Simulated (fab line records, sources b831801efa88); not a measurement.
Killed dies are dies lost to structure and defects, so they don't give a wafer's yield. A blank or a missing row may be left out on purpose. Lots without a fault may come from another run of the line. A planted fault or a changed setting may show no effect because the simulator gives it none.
Which tool did it? | flow gf180mcu | 11 lots, 33 wafers sampled, at 4 steps of a route of 602

WHAT THE GAUGES READ, wafer by wafer
GF_CONTACT_THK_MEAS_01. Usual: CONTACT_CVD_00_THK 298.3 nm, standard deviation 2.9.
lot  | measured     | on            | CONTACT_CVD_00_THK (nm) | flag
L166 | day 15 13:48 | film_metro-01 | 298.2 299.2 298.0       |
L168 | day 16 11:05 | film_metro-03 | 302.9 302.0 303.5       |
L170 | day 16 23:32 | film_metro-03 | 299.1 297.1 300.5       |
L171 | day 17 13:25 | film_metro-04 | 296.2 298.0 297.8       |
L175 | day 18 20:47 | film_metro-03 | 298.4 300.8 295.7       |
L181 | day 20 22:14 | film_metro-03 | 298.5 293.9 297.2       |
L184 | day 22 00:38 | film_metro-01 | 298.9 302.4 299.6       |
L185 | day 22 09:49 | film_metro-04 | 303.9 303.4 301.4       |
L186 | day 22 14:14 | film_metro-03 | 292.5 296.4 296.0       |
L187 | day 23 06:08 | film_metro-04 | 293.0 297.3 300.3       |
L188 | day 23 13:17 | film_metro-04 | 297.6 298.7 300.6       |

GF_V1_CD_MEAS_14: target cd 260 nm. Usual: cd_nm 260.1 nm, standard deviation 1.2.
lot  | measured     | on        | cd_nm (nm)        | flag
L166 | day 18 13:44 | cd_sem-02 | 258.3 258.1 257.7 |
L168 | day 19 13:23 | cd_sem-01 | 259.2 259.1 259.6 |
L170 | day 20 01:25 | cd_sem-02 | 259.6 259.2 259.1 |
L171 | day 20 16:49 | cd_sem-02 | 259.4 260.5 260.3 |
L175 | day 22 01:34 | cd_sem-01 | 260.7 260.8 262.3 |
L181 | day 23 23:14 | cd_sem-02 | 258.0 258.0 259.8 |
L184 | day 25 00:18 | cd_sem-01 | 259.8 261.5 259.9 |
L185 | day 25 08:04 | cd_sem-01 | 260.6 260.8 261.2 |
L186 | day 25 13:20 | cd_sem-02 | 260.3 259.8 261.3 |
L187 | day 26 03:02 | cd_sem-01 | 261.3 261.7 260.7 |
L188 | day 26 09:44 | cd_sem-02 | 261.1 261.6 261.6 |

WHICH TOOL RAN EACH LOT (tool, then ch and the chambers of the sampled wafers, then the start)
lot  | GF_CONTACT_CMP_27             | GF_V1_CMP_04
L166 | cmp-02 ch 0,1,3, day 16 13:57 | cmp-02 ch 0,1,2, day 17 14:19
L168 | cmp-01 ch 0,1,3, day 17 11:29 | cmp-01 ch 0,1, day 18 12:03
L170 | cmp-02 ch 0,1,2, day 17 23:58 | cmp-01 ch 0,1,2, day 19 00:49
L171 | cmp-02 ch 0,1,3, day 18 13:42 | cmp-01 ch 0,2,3, day 19 15:43
L175 | cmp-02 ch 0,2,3, day 19 23:14 | cmp-02 ch 0,1, day 21 01:19
L181 | cmp-01 ch 0,1, day 21 23:11   | cmp-01 ch 0,1, day 23 00:31
L184 | cmp-02 ch 1,2,3, day 23 01:43 | cmp-01 ch 1,3, day 24 01:52
L185 | cmp-01 ch 1,2,3, day 23 10:50 | cmp-02 ch 0,2,3, day 24 10:17
L186 | cmp-02 ch 0,1,2, day 23 14:41 | cmp-02 ch 0,2,3, day 24 14:55
L187 | cmp-02 ch 1,3, day 24 06:13   | cmp-01 ch 0,1,2, day 25 05:50
L188 | cmp-02 ch 0,1,2, day 24 13:20 | cmp-02 ch 0,2,3, day 25 12:36
- GF_CONTACT_CMP_27: polishes, stops on SiO2, t overpolish 15 s, target thk 0 nm.
- GF_V1_CMP_04: polishes SiO2.

WHAT THE TOOLS THEMSELVES READ (means of the sampled wafers that have a number; where no wafer has one, the mark that the record gives instead)
GF_CONTACT_CMP_27. Usual: motor_current_A 11.0 A, standard deviation 0.7; overpolish_run_s 15.001 s, standard deviation 0.0092; platen_rpm 60.00 rpm, standard deviation 0.035; retaining_ring_pressure_frac 1.000, standard deviation 0.0046; slurry_flow_ml_min 150.0, standard deviation 0.45; time_to_endpoint_s 72 s, standard deviation 3.5.
lot  | tool   | motor_current_A (A) | overpolish_run_s (s) | platen_rpm (rpm) | retaining_ring_pressure_frac | slurry_flow_ml_min | time_to_endpoint_s (s) | flag
L166 | cmp-02 | 11.2                | 14.992               | 59.97            | 0.998                        | 150.1              | 74                     |
L168 | cmp-01 | 11.1                | 15.002               | 60.01            | 1.000                        | 149.9              | 73                     |
L170 | cmp-02 | 11.0                | 15.004               | 59.99            | 0.995                        | 150.5              | 66                     |
L171 | cmp-02 | 11.3                | 14.999               | 59.96            | 0.999                        | 150.1              | 69                     |
L175 | cmp-02 | 10.9                | 14.996               | 59.99            | 0.998                        | 150.3              | 70                     |
L181 | cmp-01 | 10.9                | 14.996               | 60.01            | 0.994                        | 150.1              | 73                     |
L184 | cmp-02 | 10.9                | 15.005               | 60.00            | 1.002                        | 149.1              | 73                     |
L185 | cmp-01 | 11.1                | 15.003               | 59.99            | 1.001                        | 150.4              | 74                     |
L186 | cmp-02 | 11.3                | 15.004               | 59.99            | 1.000                        | 150.5              | 72                     |
L187 | cmp-02 | 10.7                | 15.012               | 59.99            | 1.001                        | 150.2              | 67                     |
L188 | cmp-02 | 11.4                | 15.006               | 59.97            | 1.000                        | 150.2              | 69                     |

GF_V1_CMP_04. Usual: motor_current_A 12.0 A, standard deviation 0.82; platen_rpm 60.00 rpm, standard deviation 0.037; retaining_ring_pressure_frac 1.000, standard deviation 0.0054; slurry_flow_ml_min 150.1, standard deviation 0.45; time_to_endpoint_s 82 s, standard deviation 5.6.
lot  | tool   | motor_current_A (A) | platen_rpm (rpm) | retaining_ring_pressure_frac | slurry_flow_ml_min | time_to_endpoint_s (s) | flag
L166 | cmp-02 | 12.5                | 59.99            | 1.010                        | 150.0              | 82                     |
L168 | cmp-01 | 12.4                | 60.01            | 1.001                        | 149.9              | 78                     |
L170 | cmp-01 | 11.7                | 59.99            | 0.992                        | 149.8              | 81                     |
L171 | cmp-01 | 11.3                | 59.97            | 0.998                        | 150.1              | 82                     |
L175 | cmp-02 | 12.8                | 60.02            | 0.996                        | 149.9              | 40                     | OFF
L181 | cmp-01 | 12.1                | 59.99            | 1.004                        | 150.0              | 80                     |
L184 | cmp-01 | 12.3                | 60.00            | 0.999                        | 150.1              | 88                     |
L185 | cmp-02 | 12.0                | 59.98            | 0.998                        | 150.0              | 84                     |
L186 | cmp-02 | 12.2                | 59.97            | 0.999                        | 149.9              | 79                     |
L187 | cmp-01 | 11.9                | 60.01            | 0.999                        | 149.8              | 80                     |
L188 | cmp-02 | 12.4                | 60.00            | 0.997                        | 150.5              | 74                     |

THE ANSWER, worked out from the rows above alone
Rule: a lot is off if the mean of its wafers that have a number lies more than 3 standard deviations from the usual mean. A lot without any number at a reading at which 4 lots or more have one is off too. The other lots that the step has rows for count as sound. The gauges are gone through in route order, then the tools' own readings, and for those a lot's mean is taken as printed above. The first step at which some lot is off is used, and at that step the reading that is off furthest; a lot without a number counts as furthest.
Off: L175, at GF_V1_CMP_04 (time_to_endpoint_s).
A tool fits if, at that step or a process step before it, it ran every lot that is off, and no sound lot after the first of them. None of those tried fits.

WHAT THE SIMULATOR HAD PUT IN
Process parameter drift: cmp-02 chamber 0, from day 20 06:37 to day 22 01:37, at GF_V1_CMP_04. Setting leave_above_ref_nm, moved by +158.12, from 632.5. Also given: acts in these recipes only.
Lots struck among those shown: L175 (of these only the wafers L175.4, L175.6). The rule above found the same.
